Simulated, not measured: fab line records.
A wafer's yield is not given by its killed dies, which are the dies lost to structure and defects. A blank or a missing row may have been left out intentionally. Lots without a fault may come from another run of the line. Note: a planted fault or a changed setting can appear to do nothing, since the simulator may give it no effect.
Matching of chambers || flow gf180mcu || GF_V2_CVD_02 on pecvd-04 has 3 sister chambers
The step deposits SiO2 from TEOS, target thk 850 nm, time 94.851 s. 3 wafers are shown with their chamber, then 10 later ones without.

## WAFERS PAIRED WITH THEIR CHAMBERS
{"wafer": "L081.4", "chamber": 1, "heater power w (W)": 818}
{"wafer": "L087.1", "chamber": 2, "heater power w (W)": 786}
{"wafer": "L087.3", "chamber": 0, "heater power w (W)": 630}

## WAFERS WITHOUT THEIR CHAMBER
{"wafer": "L087.4", "heater power w (W)": 680}
{"wafer": "L088.1", "heater power w (W)": 639}
{"wafer": "L088.2", "heater power w (W)": 648}
{"wafer": "L088.3", "heater power w (W)": 572}
{"wafer": "L090.2", "heater power w (W)": 703}
{"wafer": "L090.3", "heater power w (W)": 752}
{"wafer": "L090.5", "heater power w (W)": 788}
{"wafer": "L092.2", "heater power w (W)": 783}
{"wafer": "L092.3", "heater power w (W)": 600}
{"wafer": "L092.6", "heater power w (W)": 755}

## WHICH CHAMBER EACH ONE RAN IN
{"wafer": "L087.4", "from the rows above": "can't be placed: 0 or 2", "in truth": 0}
{"wafer": "L088.1", "from the rows above": 0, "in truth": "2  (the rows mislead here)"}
{"wafer": "L088.2", "from the rows above": 0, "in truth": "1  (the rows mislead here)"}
{"wafer": "L088.3", "from the rows above": 0, "in truth": 0}
{"wafer": "L090.2", "from the rows above": "can't be placed: 0 or 2 or 1", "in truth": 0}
{"wafer": "L090.3", "from the rows above": "can't be placed: 2 or 1", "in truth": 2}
{"wafer": "L090.5", "from the rows above": "can't be placed: 2 or 1", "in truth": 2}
{"wafer": "L092.2", "from the rows above": "can't be placed: 2 or 1", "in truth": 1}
{"wafer": "L092.3", "from the rows above": 0, "in truth": 0}
{"wafer": "L092.6", "from the rows above": "can't be placed: 2 or 1", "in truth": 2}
2 of 10 placed correctly. Not placeable from these rows: 6 (in 6, the candidates include the true chamber). Placed wrongly: 2.
How it was worked out, from the rows above alone: a wafer's distance from a chamber is the root of the sum, over the readings, of the square of ((its reading less the chamber's mean) divided by the reading's scatter). If the next closest chamber is less than 2 further off than the closest, the wafer can't be placed; otherwise it belongs to the closest. Each chamber's mean is taken over the wafers shown for it. The scatter (one wafer shown for each chamber): square how far every hidden wafer sits from the nearest shown wafer, average those squares and take the square root.
